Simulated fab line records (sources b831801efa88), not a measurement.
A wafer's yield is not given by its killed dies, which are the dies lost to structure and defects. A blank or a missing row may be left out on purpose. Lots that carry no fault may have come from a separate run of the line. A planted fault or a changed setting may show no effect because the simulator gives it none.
fab line records -- flow gf180mcu
record: lots: 24, wafers: 72, lastDay: 34
route steps=602 shown STI@5 POLY_GATE@170 SALICIDE@283 CONTACT@305 V1@336 M2@363
lots that met no fault: taken from a fault-free run of the same line
startH: the number of hours between the record's first day and the start of the first shown wafer of the lot -- waitH: how many hours have passed since the lot's step before this one -- " as in the row above -- L1.1+2: several wafers, shown together as one row -- - no value present, or no start provided -- * or withheld: withheld -- < > ~ a bound
route shown NAME@n: names a module that has steps shown in the file, with the first one's number in the route -- usual: the fault-free wafers' mean and standard deviation -- same: alike in all rows -- chamber/n: place in a boat -- sites: per-site readings -- _std_site: standard deviation of those values -- _edge_site: the outer-site mean with the inner-site mean subtracted -- radiusMm: how far each site lies from the wafer's centre -- mask NAME#n: copy n -- behind: the last tool/chamber to shape the wafer -- hold: reason for holding the lot/hours on hold/outcome of the hold -- device: names the non-switching transistor (n, p or np) -- end of line: tests run on the same wafers once the route is complete -- step lacking rows: just its recipe -- killed: not the wafer's yield, but the dies lost to structure and defects at the first sort -- map: a wafer's dies, marking killed ones x, the rest . and places with no die _
set.NAME: the run value of the setting; set.NAME@STEP: its run value at that earlier step -- model.NAME: the simulator's own value behind a step, which no gauge read
the route's steps for a sample of lots (tables are steps, rows are wafers)
services: when a tool's chamber went out of use (startH, in hours from the record's first day, below 0 if earlier), for how many hours, and the reason
== steps ==
step: GF_STI_THK_MEAS_04
recipe: reads: Si3N4_of_STI_CVD_03
usual: STI_CVD_03_THK: 207.2/1.9
lot.wafer,tool,chamber,startH,waitH,STI_CVD_03_THK[nm]
L074.1,filmMetro-02,-,13.56,0.0,207.7
L074.4,filmMetro-02,-,13.56,0.0,206.5
L074.5,filmMetro-02,-,13.56,0.0,205.4
L075.2,filmMetro-03,-,18.57,0.0,206.7
L075.5,filmMetro-03,-,18.57,0.0,208.4
L075.6,filmMetro-03,-,18.57,0.0,206.2
L076.2,filmMetro-03,-,24.56,0.0,207.4
L076.3,filmMetro-03,-,24.56,0.0,206.4
L076.5,filmMetro-03,-,24.56,0.0,205.3
L077.1,filmMetro-03,-,28.56,0.0,204.3
L077.2,filmMetro-03,-,28.56,0.0,205.6
L077.4,filmMetro-03,-,28.56,0.0,205.0
L078.1,filmMetro-04,-,33.56,0.0,210.5
L078.2,filmMetro-04,-,33.56,0.0,208.4
L078.4,filmMetro-04,-,33.56,0.0,210.7
L079.2,filmMetro-04,-,38.59,0.0,210.9
L079.4,filmMetro-04,-,38.59,0.0,209.3
L079.6,filmMetro-04,-,38.59,0.0,210.2
L080.2,filmMetro-03,-,44.24,0.0,205.4
L080.4,filmMetro-03,-,44.24,0.0,206.9
L080.6,filmMetro-03,-,44.24,0.0,205.5
L081.1,filmMetro-02,-,48.56,0.0,206.8
L081.2,filmMetro-02,-,48.56,0.0,206.0
L081.3,filmMetro-02,-,48.56,0.0,207.9
L082.1,filmMetro-02,-,55.09,0.0,208.9
L082.5,filmMetro-02,-,55.09,0.0,210.6
L082.6,filmMetro-02,-,55.09,0.0,209.1
L083.1,filmMetro-03,-,58.56,0.0,205.7
L083.2,filmMetro-03,-,58.56,0.0,208.5
L083.5,filmMetro-03,-,58.56,0.0,205.6
L084.1,filmMetro-03,-,63.92,0.0,205.6
L084.4,filmMetro-03,-,63.92,0.0,203.9
L084.5,filmMetro-03,-,63.92,0.0,203.0
L085.1,filmMetro-04,-,70.43,0.0,206.6
L085.2,filmMetro-04,-,70.43,0.0,208.5
L085.3,filmMetro-04,-,70.43,0.0,207.5
L086.3,filmMetro-03,-,73.77,0.0,209.8
L086.4,filmMetro-03,-,73.77,0.0,210.4
L086.5,filmMetro-03,-,73.77,0.0,208.9
L087.2,filmMetro-02,-,82.61,0.0,205.3
L087.3,filmMetro-02,-,82.61,0.0,207.4
L087.5,filmMetro-02,-,82.61,0.0,204.9
L088.3,filmMetro-04,-,87.37,0.0,205.9
L088.5,filmMetro-04,-,87.37,0.0,204.5
L088.6,filmMetro-04,-,87.37,0.0,206.3
L089.1,filmMetro-04,-,91.86,0.0,208.4
L089.4,filmMetro-04,-,91.86,0.0,209.8
L089.6,filmMetro-04,-,91.86,0.0,208.3
L090.2,filmMetro-03,-,96.50,0.0,205.7
L090.4,filmMetro-03,-,96.50,0.0,205.3
L090.5,filmMetro-03,-,96.50,0.0,204.6
L091.3,filmMetro-02,-,98.99,0.0,207.0
L091.4,filmMetro-02,-,98.99,0.0,209.4
L091.5,filmMetro-02,-,98.99,0.0,207.1
L092.1,filmMetro-04,-,104.00,0.0,207.4
L092.2,filmMetro-04,-,104.00,0.0,209.5
L092.5,filmMetro-04,-,104.00,0.0,207.6
L093.1,filmMetro-02,-,109.55,0.0,209.8
L093.2,filmMetro-02,-,109.55,0.0,207.8
L093.3,filmMetro-02,-,109.55,0.0,208.7
L094.3,filmMetro-03,-,113.58,0.0,208.6
L094.5,filmMetro-03,-,113.58,0.0,208.1
L094.6,filmMetro-03,-,113.58,0.0,209.5
L095.2,filmMetro-03,-,118.73,0.0,206.1
L095.4,filmMetro-03,-,118.73,0.0,206.4
L095.6,filmMetro-03,-,118.73,0.0,208.7
L096.1,filmMetro-03,-,124.90,0.0,208.9
L096.3,filmMetro-03,-,124.90,0.0,206.3
L096.5,filmMetro-03,-,124.90,0.0,207.1
L097.1,filmMetro-04,-,129.18,0.0,204.7
L097.3,filmMetro-04,-,129.18,0.0,204.8
L097.5,filmMetro-04,-,129.18,0.0,203.2
step: GF_POLY_GATE_ETCH_13
recipe: target: poly-Si, targetDepthNm: 198.5, stopOn: SiO2, overEtchFrac: 0.403, chemistry: HBr/Cl2, icpW: 400, biasW: 100, pressureMtorr: 10, HBr_flow_sccm: 150, Cl2_flow_sccm: 50, timeS: 69.6
usual: drypumpMotorCurrentA: 5.9/0.54, oesProductAu: 0.987/0.0076, throttleValvePct: 33.684/0.0087
lot.wafer,tool,chamber,startH,waitH,drypumpMotorCurrentA,oesProductAu,rfHoursCounterH,throttleValvePct
L074.1,rieSi-01,1,198.99,-,6.5,0.994,24,33.675
L074.4,rieSi-01,3,198.99,-,5.4,0.979,1,33.691
L074.5,rieSi-01,0,198.99,-,5.1,0.998,-,33.678
L075.2,rieSi-01,2,200.53,-,5.5,0.974,1,33.687
L075.5,rieSi-01,3,200.53,-,5.5,0.979,-,33.689
L075.6,rieSi-01,2,200.53,-,5.5,0.982,-,33.688
L076.2,rieSi-01,2,207.89,-,5.5,0.979,1,33.678
L076.3,rieSi-01,3,207.89,-,5.4,0.981,1,33.676
L076.5,rieSi-01,1,207.89,-,6.6,0.988,-,33.679
L077.1,rieSi-02,1,219.13,-,6.5,0.978,80,33.681
L077.2,rieSi-02,2,219.13,-,5.9,0.991,21,33.680
L077.4,rieSi-02,0,219.13,-,5.2,0.977,76,33.694
L078.1,rieSi-02,0,224.44,-,5.2,0.986,76,33.689
L078.2,rieSi-02,1,224.44,-,6.5,0.989,81,33.688
L078.4,rieSi-02,2,224.44,-,5.9,0.992,21,33.695
L079.2,rieSi-02,3,228.29,-,6.4,0.993,1,33.709
L079.4,rieSi-02,1,228.29,-,6.5,0.974,81,33.679
L079.6,rieSi-02,3,228.29,-,6.4,0.988,-,33.692
L080.2,rieSi-01,2,239.74,-,5.5,1.003,1,33.683
L080.4,rieSi-01,1,239.74,-,6.6,0.991,24,33.667
L080.6,rieSi-01,2,239.74,-,5.5,0.995,-,33.675
L081.1,rieSi-02,0,243.05,-,5.2,0.981,77,33.673
L081.2,rieSi-02,3,243.05,-,6.5,0.987,2,33.686
L081.3,rieSi-02,1,243.05,-,6.5,0.985,81,33.663
L082.1,rieSi-01,3,249.99,-,5.5,0.979,1,33.689
L082.5,rieSi-01,3,249.99,-,5.4,0.966,-,33.684
L082.6,rieSi-01,1,249.99,-,6.6,0.984,-,33.691
L083.1,rieSi-01,1,256.23,-,6.5,0.998,25,33.679
L083.2,rieSi-01,3,256.23,-,5.4,0.983,1,33.679
L083.5,rieSi-01,2,256.23,-,5.5,0.995,-,33.671
L084.1,rieSi-02,0,264.79,-,5.2,0.980,77,33.694
L084.4,rieSi-02,3,264.79,-,6.4,0.985,2,33.694
L084.5,rieSi-02,1,264.79,-,6.5,0.990,-,33.670
L085.1,rieSi-01,1,274.08,-,6.6,0.990,25,33.684
L085.2,rieSi-01,2,274.08,-,5.5,0.987,2,33.682
L085.3,rieSi-01,3,274.08,-,5.4,0.979,1,33.687
L086.3,rieSi-02,0,276.63,-,5.2,0.991,77,33.685
L086.4,rieSi-02,3,276.63,-,6.4,0.990,2,33.687
L086.5,rieSi-02,0,276.63,-,5.2,0.995,-,33.686
L087.2,rieSi-02,3,292.78,-,6.4,0.986,2,33.690
L087.3,rieSi-02,0,292.78,-,5.2,0.975,77,33.673
L087.5,rieSi-02,0,292.78,-,5.2,0.984,-,33.694
L088.3,rieSi-02,0,296.95,-,5.2,0.975,77,33.680
L088.5,rieSi-02,2,296.95,-,6.0,0.989,-,33.677
L088.6,rieSi-02,3,296.95,-,6.4,0.997,-,33.688
L089.1,rieSi-01,1,304.56,-,6.6,0.991,25,33.693
L089.4,rieSi-01,2,304.56,-,5.5,0.986,2,33.702
L089.6,rieSi-01,1,304.56,-,6.5,0.994,-,33.678
L090.2,rieSi-01,0,310.73,-,5.1,0.995,4,33.695
L090.4,rieSi-01,2,310.73,-,5.5,0.977,2,33.685
L090.5,rieSi-01,0,310.73,-,5.1,0.983,-,33.695
L091.3,rieSi-01,0,317.84,-,5.2,0.994,4,33.688
L091.4,rieSi-01,3,317.84,-,5.4,0.985,2,33.699
L091.5,rieSi-01,3,317.84,-,5.5,0.988,-,33.703
L092.1,rieSi-02,2,327.99,-,6.0,0.995,22,33.667
L092.2,rieSi-02,3,327.99,-,6.4,0.995,2,33.666
L092.5,rieSi-02,3,327.99,-,6.4,0.995,-,33.684
L093.1,rieSi-01,2,337.44,-,5.5,0.985,3,33.682
L093.2,rieSi-01,3,337.44,-,5.4,0.981,2,33.699
L093.3,rieSi-01,0,337.44,-,5.2,0.988,4,33.686
L094.3,rieSi-02,1,338.87,-,6.5,0.986,82,33.675
L094.5,rieSi-02,0,338.87,-,5.2,0.986,-,33.681
L094.6,rieSi-02,1,338.87,-,6.5,0.988,-,33.677
L095.2,rieSi-02,3,345.02,-,6.4,0.986,2,33.696
L095.4,rieSi-02,0,345.02,-,5.2,0.976,78,33.687
L095.6,rieSi-02,3,345.02,-,6.4,0.978,-,33.686
L096.1,rieSi-02,3,366.87,-,6.4,0.993,3,33.690
L096.3,rieSi-02,0,366.87,-,5.2,0.988,78,33.677
L096.5,rieSi-02,3,366.87,-,6.4,0.993,-,33.679
L097.1,rieSi-02,1,369.97,-,6.5,0.986,82,33.688
L097.3,rieSi-02,0,369.97,-,5.2,0.981,78,33.690
L097.5,rieSi-02,3,369.97,-,6.5,0.988,-,33.688
step: GF_SALICIDE_THK_MEAS_05
recipe: thkMeasGauge: xrf, reads: TiN_of_SALICIDE_SPUTTER_03
usual: SALICIDE_TIN_THK: 20.03/0.27
lot.wafer,tool,chamber,startH,waitH,SALICIDE_TIN_THK[nm]
L074.1,filmMetro-01,-,342.17,0.1,20.36
L074.4,filmMetro-01,-,342.17,0.1,20.20
L074.5,filmMetro-01,-,342.17,0.1,20.23
L075.2,filmMetro-01,-,343.10,0.1,19.79
L075.5,filmMetro-01,-,343.10,0.1,19.79
L075.6,filmMetro-01,-,343.10,0.1,19.93
L076.2,filmMetro-01,-,352.46,0.1,20.23
L076.3,filmMetro-01,-,352.46,0.1,20.00
L076.5,filmMetro-01,-,352.46,0.1,19.89
L077.1,filmMetro-02,-,367.64,0.1,20.59
L077.2,filmMetro-02,-,367.64,0.1,20.47
L077.4,filmMetro-02,-,367.64,0.1,20.56
L078.1,filmMetro-02,-,370.06,0.1,20.37
L078.2,filmMetro-02,-,370.06,0.1,20.40
L078.4,filmMetro-02,-,370.06,0.1,20.50
L079.2,filmMetro-02,-,377.31,0.1,19.99
L079.4,filmMetro-02,-,377.31,0.1,19.92
L079.6,filmMetro-02,-,377.31,0.1,19.84
L080.2,filmMetro-02,-,392.07,0.1,20.00
L080.4,filmMetro-02,-,392.07,0.1,20.05
L080.6,filmMetro-02,-,392.07,0.1,20.00
L081.1,filmMetro-01,-,394.80,0.1,19.58
L081.2,filmMetro-01,-,394.80,0.1,19.69
L081.3,filmMetro-01,-,394.80,0.1,19.59
L082.1,filmMetro-01,-,403.49,0.1,20.01
L082.5,filmMetro-01,-,403.49,0.1,19.72
L082.6,filmMetro-01,-,403.49,0.1,19.80
L083.1,filmMetro-01,-,409.90,0.1,20.40
L083.2,filmMetro-01,-,409.90,0.1,20.27
L083.5,filmMetro-01,-,409.90,0.1,20.24
L084.1,filmMetro-03,-,421.08,0.1,19.81
L084.4,filmMetro-03,-,421.08,0.1,19.77
L084.5,filmMetro-03,-,421.08,0.1,19.75
L085.1,filmMetro-01,-,432.90,0.1,20.18
L085.2,filmMetro-01,-,432.90,0.1,20.33
L085.3,filmMetro-01,-,432.90,0.1,20.16
L086.3,filmMetro-03,-,435.91,0.1,19.98
L086.4,filmMetro-03,-,435.91,0.1,19.91
L086.5,filmMetro-03,-,435.91,0.1,19.87
L087.2,filmMetro-02,-,459.61,0.1,20.36
L087.3,filmMetro-02,-,459.61,0.1,20.40
L087.5,filmMetro-02,-,459.61,0.1,20.60
L088.3,filmMetro-03,-,464.45,0.1,19.92
L088.5,filmMetro-03,-,464.45,0.1,19.93
L088.6,filmMetro-03,-,464.45,0.1,20.16
L089.1,filmMetro-03,-,473.85,0.1,20.15
L089.4,filmMetro-03,-,473.85,0.1,20.18
L089.6,filmMetro-03,-,473.85,0.1,20.11
L090.2,filmMetro-03,-,482.24,0.1,19.79
L090.4,filmMetro-03,-,482.24,0.1,19.84
L090.5,filmMetro-03,-,482.24,0.1,19.88
L091.3,filmMetro-03,-,486.34,0.1,20.16
L091.4,filmMetro-03,-,486.34,0.1,20.26
L091.5,filmMetro-03,-,486.34,0.1,20.12
L092.1,filmMetro-03,-,496.29,0.1,19.68
L092.2,filmMetro-03,-,496.29,0.1,19.76
L092.5,filmMetro-03,-,496.29,0.1,19.78
L093.1,filmMetro-03,-,510.45,0.1,20.16
L093.2,filmMetro-03,-,510.45,0.1,20.26
L093.3,filmMetro-03,-,510.45,0.1,20.02
L094.3,filmMetro-03,-,510.77,0.1,19.46
L094.5,filmMetro-03,-,510.77,0.1,19.50
L094.6,filmMetro-03,-,510.77,0.1,19.77
L095.2,filmMetro-02,-,516.82,0.1,19.78
L095.4,filmMetro-02,-,516.82,0.1,19.66
L095.6,filmMetro-02,-,516.82,0.1,19.91
L096.1,filmMetro-02,-,538.36,0.1,20.18
L096.3,filmMetro-02,-,538.36,0.1,20.22
L096.5,filmMetro-02,-,538.36,0.1,20.18
L097.1,filmMetro-03,-,541.47,0.1,19.88
L097.3,filmMetro-03,-,541.47,0.1,19.71
L097.5,filmMetro-03,-,541.47,0.1,19.73
step: GF_CONTACT_STRIP_18
recipe: chemistry: O2/N2, powerW: 1400, pressureMtorr: 1500, platenTempC: 250, o2FlowSccm: 3000, n2FlowSccm: 300, overashFraction: 0.5
usual: drypumpMotorCurrentA: 5.73/0.1, heaterPowerW: 345/38, oesProductAu: 0.580/0.0055
lot.wafer,tool,chamber,startH,waitH,drypumpMotorCurrentA,heaterPowerW,oesProductAu,rfHoursCounterH
L074.1,plasmaAsher-03,1,364.89,-,5.67,364,0.584,74
L074.4,plasmaAsher-03,0,364.89,-,5.71,375,0.580,-
L074.5,plasmaAsher-03,1,364.89,-,5.67,363,0.574,-
L075.2,plasmaAsher-03,0,366.29,-,5.67,369,0.582,74
L075.5,plasmaAsher-03,1,366.29,-,5.67,359,0.570,-
L075.6,plasmaAsher-03,0,366.29,-,5.69,379,0.591,-
L076.2,plasmaAsher-01,0,375.70,-,5.75,355,0.582,57
L076.3,plasmaAsher-01,0,375.70,-,5.71,363,0.587,-
L076.5,plasmaAsher-01,0,375.70,-,5.73,356,0.588,-
L077.1,plasmaAsher-03,1,391.45,-,5.67,363,0.570,76
L077.2,plasmaAsher-03,0,391.45,-,5.66,380,0.580,76
L077.4,plasmaAsher-03,1,391.45,-,5.69,360,0.584,-
L078.1,plasmaAsher-01,0,393.49,-,5.74,358,0.580,59
L078.2,plasmaAsher-01,1,393.49,-,5.84,278,0.588,59
L078.4,plasmaAsher-01,1,393.49,-,5.88,281,0.570,-
L079.2,plasmaAsher-02,1,401.05,-,5.81,376,0.577,79
L079.4,plasmaAsher-02,1,401.05,-,5.83,375,0.591,-
L079.6,plasmaAsher-02,0,401.05,-,5.56,296,0.569,-
L080.2,plasmaAsher-02,0,415.84,-,5.52,292,0.578,80
L080.4,plasmaAsher-02,1,415.84,-,5.83,376,0.581,-
L080.6,plasmaAsher-02,0,415.84,-,5.54,305,0.569,-
L081.1,plasmaAsher-03,0,418.59,-,5.66,383,0.579,79
L081.2,plasmaAsher-03,1,418.59,-,5.68,359,0.591,79
L081.3,plasmaAsher-03,1,418.59,-,5.66,364,0.580,-
L082.1,plasmaAsher-01,0,427.74,-,5.78,357,0.579,62
L082.5,plasmaAsher-01,0,427.74,-,5.75,368,0.581,-
L082.6,plasmaAsher-01,1,427.74,-,5.88,282,0.581,-
L083.1,plasmaAsher-03,1,435.10,-,5.70,365,0.584,81
L083.2,plasmaAsher-03,0,435.10,-,5.68,379,0.577,81
L083.5,plasmaAsher-03,0,435.10,-,5.67,370,0.576,-
L084.1,plasmaAsher-02,1,446.84,-,5.79,397,0.584,2
L084.4,plasmaAsher-02,0,446.84,-,5.53,299,0.585,-
L084.5,plasmaAsher-02,0,446.84,-,5.55,309,0.579,-
L085.1,plasmaAsher-03,0,458.23,-,5.66,374,0.579,84
L085.2,plasmaAsher-03,1,458.23,-,5.67,359,0.581,84
L085.3,plasmaAsher-03,0,458.23,-,5.67,379,0.575,-
L086.3,plasmaAsher-03,1,461.88,-,5.66,356,0.576,-
L086.4,plasmaAsher-03,0,461.88,-,5.64,369,0.582,-
L086.5,plasmaAsher-03,0,461.88,-,5.66,377,0.577,-
L087.2,plasmaAsher-01,1,484.99,-,5.83,276,0.572,68
L087.3,plasmaAsher-01,1,484.99,-,5.88,282,0.575,-
L087.5,plasmaAsher-01,0,484.99,-,5.71,362,0.573,-
L088.3,plasmaAsher-01,0,489.63,-,5.72,356,0.570,-
L088.5,plasmaAsher-01,0,489.63,-,5.74,360,0.581,-
L088.6,plasmaAsher-01,1,489.63,-,5.88,276,0.583,-
L089.1,plasmaAsher-01,0,498.09,-,5.73,360,0.583,69
L089.4,plasmaAsher-01,0,498.09,-,5.73,359,0.578,-
L089.6,plasmaAsher-01,0,498.09,-,5.75,359,0.577,-
L090.2,plasmaAsher-01,0,507.14,-,5.77,361,0.586,70
L090.4,plasmaAsher-01,1,507.14,-,5.87,287,0.593,-
L090.5,plasmaAsher-01,0,507.14,-,5.77,356,0.586,-
L091.3,plasmaAsher-03,0,510.78,-,5.67,373,0.584,-
L091.4,plasmaAsher-03,1,510.78,-,5.65,366,0.571,-
L091.5,plasmaAsher-03,0,510.78,-,5.71,376,0.581,-
L092.1,plasmaAsher-01,0,520.85,-,5.77,360,0.577,71
L092.2,plasmaAsher-01,1,520.85,-,5.91,281,0.586,71
L092.5,plasmaAsher-01,0,520.85,-,5.75,357,0.579,-
L093.1,plasmaAsher-03,0,534.78,-,5.68,384,0.579,92
L093.2,plasmaAsher-03,1,534.78,-,5.67,359,0.583,92
L093.3,plasmaAsher-03,1,534.78,-,5.69,363,0.582,-
L094.3,plasmaAsher-02,1,535.13,-,5.81,394,0.587,-
L094.5,plasmaAsher-02,1,535.13,-,5.85,395,0.584,-
L094.6,plasmaAsher-02,0,535.13,-,5.54,299,0.582,-
L095.2,plasmaAsher-01,0,540.69,-,5.72,361,0.582,73
L095.4,plasmaAsher-01,0,540.69,-,5.75,366,0.572,-
L095.6,plasmaAsher-01,1,540.69,-,5.87,289,0.582,-
L096.1,plasmaAsher-03,1,561.49,-,5.68,356,0.574,97
L096.3,plasmaAsher-03,0,561.49,-,5.69,378,0.573,-
L096.5,plasmaAsher-03,1,561.49,-,5.67,352,0.575,-
L097.1,plasmaAsher-02,1,565.05,-,5.78,386,0.575,14
L097.3,plasmaAsher-02,0,565.05,-,5.54,302,0.578,-
L097.5,plasmaAsher-02,1,565.05,-,5.83,392,0.589,-
step: GF_V1_THK_MEAS_01
recipe: reads: SiO2_of_V1_CVD_00
usual: V1_CVD_00_THK: 616/6.3
lot.wafer,tool,chamber,startH,waitH,V1_CVD_00_THK[nm]
L074.1,filmMetro-04,-,389.61,0.0,621
L074.4,filmMetro-04,-,389.61,0.0,619
L074.5,filmMetro-04,-,389.61,0.0,611
L075.2,filmMetro-02,-,390.13,0.0,621
L075.5,filmMetro-02,-,390.13,0.0,615
L075.6,filmMetro-02,-,390.13,0.0,625
L076.2,filmMetro-03,-,400.71,0.0,615
L076.3,filmMetro-03,-,400.71,0.0,619
L076.5,filmMetro-03,-,400.71,0.0,611
L077.1,filmMetro-04,-,415.78,0.1,618
L077.2,filmMetro-04,-,415.78,0.1,608
L077.4,filmMetro-04,-,415.78,0.1,616
L078.1,filmMetro-03,-,418.35,0.1,607
L078.2,filmMetro-03,-,418.35,0.1,609
L078.4,filmMetro-03,-,418.35,0.1,607
L079.2,filmMetro-02,-,426.66,0.0,623
L079.4,filmMetro-02,-,426.66,0.0,612
L079.6,filmMetro-02,-,426.66,0.0,628
L080.2,filmMetro-03,-,441.57,0.0,618
L080.4,filmMetro-03,-,441.57,0.0,617
L080.6,filmMetro-03,-,441.57,0.0,619
L081.1,filmMetro-03,-,444.80,0.0,619
L081.2,filmMetro-03,-,444.80,0.0,613
L081.3,filmMetro-03,-,444.80,0.0,613
L082.1,filmMetro-02,-,454.35,0.0,617
L082.5,filmMetro-02,-,454.35,0.0,611
L082.6,filmMetro-02,-,454.35,0.0,616
L083.1,filmMetro-02,-,462.00,0.0,616
L083.2,filmMetro-02,-,462.00,0.0,618
L083.5,filmMetro-02,-,462.00,0.0,609
L084.1,filmMetro-02,-,473.75,0.0,619
L084.4,filmMetro-02,-,473.75,0.0,619
L084.5,filmMetro-02,-,473.75,0.0,621
L085.1,filmMetro-03,-,484.46,0.0,615
L085.2,filmMetro-03,-,484.46,0.0,621
L085.3,filmMetro-03,-,484.46,0.0,611
L086.3,filmMetro-03,-,487.96,0.1,625
L086.4,filmMetro-03,-,487.96,0.1,624
L086.5,filmMetro-03,-,487.96,0.1,624
L087.2,filmMetro-02,-,510.61,0.0,610
L087.3,filmMetro-02,-,510.61,0.0,615
L087.5,filmMetro-02,-,510.61,0.0,618
L088.3,filmMetro-03,-,514.77,0.1,625
L088.5,filmMetro-03,-,514.77,0.1,634
L088.6,filmMetro-03,-,514.77,0.1,630
L089.1,filmMetro-03,-,522.45,0.0,604
L089.4,filmMetro-03,-,522.45,0.0,600
L089.6,filmMetro-03,-,522.45,0.0,601
L090.2,filmMetro-03,-,532.14,0.0,610
L090.4,filmMetro-03,-,532.14,0.0,612
L090.5,filmMetro-03,-,532.14,0.0,609
L091.3,filmMetro-03,-,536.05,0.1,623
L091.4,filmMetro-03,-,536.05,0.1,618
L091.5,filmMetro-03,-,536.05,0.1,614
L092.1,filmMetro-03,-,545.46,0.0,616
L092.2,filmMetro-03,-,545.46,0.0,615
L092.5,filmMetro-03,-,545.46,0.0,622
L093.1,filmMetro-04,-,559.01,0.0,608
L093.2,filmMetro-04,-,559.01,0.0,610
L093.3,filmMetro-04,-,559.01,0.0,609
L094.3,filmMetro-02,-,559.28,0.1,610
L094.5,filmMetro-02,-,559.28,0.1,608
L094.6,filmMetro-02,-,559.28,0.1,610
L095.2,filmMetro-03,-,565.26,0.0,625
L095.4,filmMetro-03,-,565.26,0.0,622
L095.6,filmMetro-03,-,565.26,0.0,622
L096.1,filmMetro-03,-,584.96,0.0,620
L096.3,filmMetro-03,-,584.96,0.0,610
L096.5,filmMetro-03,-,584.96,0.0,615
L097.1,filmMetro-02,-,588.45,0.0,619
L097.3,filmMetro-02,-,588.45,0.0,614
L097.5,filmMetro-02,-,588.45,0.0,621
step: GF_M2_SPUTTER_01
recipe: material: TiN, targetThkNm: 30, powerW: 6500, timeS: 25, chamberPressurePa: 0.4
usual: cathodeDcPowerW: 6499.8/1.2, throttleValvePct: 29.6/0.88
lot.wafer,tool,chamber,startH,waitH,cathodeDcPowerW,throttleValvePct
L074.1,pvdSputter-01,-,413.24,0.1,6498.6,30.6
L074.4,pvdSputter-01,-,413.24,0.1,6496.1,31.0
L074.5,pvdSputter-01,-,413.24,0.1,6500.3,31.0
L075.2,pvdSputter-03,-,414.46,0.1,6502.3,29.6
L075.5,pvdSputter-03,-,414.46,0.1,6499.5,29.6
L075.6,pvdSputter-03,-,414.46,0.1,6499.9,28.7
L076.2,pvdSputter-04,-,425.31,0.1,6499.1,29.5
L076.3,pvdSputter-04,-,425.31,0.1,6498.9,31.0
L076.5,pvdSputter-04,-,425.31,0.1,6498.6,28.5
L077.1,pvdSputter-03,-,442.97,0.1,6500.3,29.4
L077.2,pvdSputter-03,-,442.97,0.1,6500.5,29.5
L077.4,pvdSputter-03,-,442.97,0.1,6500.8,28.7
L078.1,pvdSputter-01,-,444.33,0.1,6499.4,30.4
L078.2,pvdSputter-01,-,444.33,0.1,6498.9,28.8
L078.4,pvdSputter-01,-,444.33,0.1,6500.0,30.1
L079.2,pvdSputter-04,-,453.18,0.1,6502.4,28.6
L079.4,pvdSputter-04,-,453.18,0.1,6500.9,29.3
L079.6,pvdSputter-04,-,453.18,0.1,6498.9,28.9
L080.2,pvdSputter-01,-,467.78,0.1,6500.6,30.7
L080.4,pvdSputter-01,-,467.78,0.1,6500.8,30.2
L080.6,pvdSputter-01,-,467.78,0.1,6500.8,28.6
L081.1,pvdSputter-01,-,471.03,0.1,6499.2,28.8
L081.2,pvdSputter-01,-,471.03,0.1,6502.2,30.6
L081.3,pvdSputter-01,-,471.03,0.1,6500.6,30.7
L082.1,pvdSputter-03,-,480.89,0.1,6498.2,28.8
L082.5,pvdSputter-03,-,480.89,0.1,6499.4,29.9
L082.6,pvdSputter-03,-,480.89,0.1,6498.0,28.5
L083.1,pvdSputter-01,-,487.46,0.1,6500.2,28.6
L083.2,pvdSputter-01,-,487.46,0.1,6500.0,30.7
L083.5,pvdSputter-01,-,487.46,0.1,6499.9,30.4
L084.1,pvdSputter-01,-,499.28,0.1,6499.7,30.5
L084.4,pvdSputter-01,-,499.28,0.1,6497.5,30.4
L084.5,pvdSputter-01,-,499.28,0.1,6500.3,30.7
L085.1,pvdSputter-04,-,510.24,0.1,6499.8,28.4
L085.2,pvdSputter-04,-,510.24,0.1,6499.6,29.4
L085.3,pvdSputter-04,-,510.24,0.1,6500.0,28.8
L086.3,pvdSputter-01,-,513.82,0.1,6499.5,29.0
L086.4,pvdSputter-01,-,513.82,0.1,6498.7,30.9
L086.5,pvdSputter-01,-,513.82,0.1,6498.0,31.0
L087.2,pvdSputter-04,-,535.33,0.1,6500.9,28.4
L087.3,pvdSputter-04,-,535.33,0.1,6501.2,29.4
L087.5,pvdSputter-04,-,535.33,0.1,6501.5,29.5
L088.3,pvdSputter-03,-,539.86,0.1,6499.7,28.6
L088.5,pvdSputter-03,-,539.86,0.1,6501.0,29.1
L088.6,pvdSputter-03,-,539.86,0.1,6497.4,29.5
L089.1,pvdSputter-01,-,546.85,0.1,6502.6,28.9
L089.4,pvdSputter-01,-,546.85,0.1,6500.2,30.1
L089.6,pvdSputter-01,-,546.85,0.1,6500.0,28.6
L090.2,pvdSputter-04,-,556.43,0.1,6498.5,30.9
L090.4,pvdSputter-04,-,556.43,0.1,6497.9,28.6
L090.5,pvdSputter-04,-,556.43,0.1,6499.3,28.4
L091.3,pvdSputter-04,-,560.63,0.1,6499.7,28.7
L091.4,pvdSputter-04,-,560.63,0.1,6501.5,29.5
L091.5,pvdSputter-04,-,560.63,0.1,6499.2,30.8
L092.1,pvdSputter-03,-,569.47,0.1,6499.6,29.2
L092.2,pvdSputter-03,-,569.47,0.1,6500.7,28.9
L092.5,pvdSputter-03,-,569.47,0.1,6498.5,29.0
L093.1,pvdSputter-01,-,582.74,0.1,6499.6,30.7
L093.2,pvdSputter-01,-,582.74,0.1,6499.6,30.7
L093.3,pvdSputter-01,-,582.74,0.1,6501.3,30.2
L094.3,pvdSputter-03,-,583.28,0.1,6498.8,29.1
L094.5,pvdSputter-03,-,583.28,0.1,6499.7,29.6
L094.6,pvdSputter-03,-,583.28,0.1,6498.1,28.8
L095.2,pvdSputter-03,-,588.84,0.1,6500.8,29.2
L095.4,pvdSputter-03,-,588.84,0.1,6498.4,28.9
L095.6,pvdSputter-03,-,588.84,0.1,6499.6,29.0
L096.1,pvdSputter-03,-,607.84,0.1,6501.6,28.7
L096.3,pvdSputter-03,-,607.84,0.1,6500.7,29.2
L096.5,pvdSputter-03,-,607.84,0.1,6500.1,28.7
L097.1,pvdSputter-04,-,611.73,0.1,6502.1,28.2
L097.3,pvdSputter-04,-,611.73,0.1,6498.3,30.7
L097.5,pvdSputter-04,-,611.73,0.1,6499.6,31.3
== services ==
tool,chamber,startH,hours,kind
rieSi-02,-,198.78,5.8,repair
rieSi-01,0,246.67,8.4,repair
plasmaAsher-01,-,253.73,2.9,repair
pvdSputter-01,-,257.80,6.6,repair
rieSi-02,1,292.02,3.8,repair
rieSi-02,3,297.80,12.3,repair
plasmaAsher-03,-,313.21,4.3,pm
rieSi-01,1,383.70,1.0,repair
plasmaAsher-01,-,397.79,3.3,repair
plasmaAsher-03,-,399.56,2.8,pm
rieSi-02,-,399.97,0.7,repair
rieSi-02,2,401.10,1.6,repair
rieSi-01,1,422.19,1.4,repair
plasmaAsher-01,-,442.28,1.2,repair
plasmaAsher-01,-,449.66,2.2,repair
pvdSputter-01,-,477.89,9.2,repair
plasmaAsher-01,-,486.82,1.3,repair
rieSi-02,3,516.96,7.1,repair
plasmaAsher-01,-,521.87,2.8,pm
plasmaAsher-01,-,532.44,4.1,repair
rieSi-02,0,554.08,9.0,repair
rieSi-02,-,568.14,2.8,pm
plasmaAsher-01,-,604.80,3.2,repair
rieSi-02,1,609.95,7.4,repair
== key ==
fault none
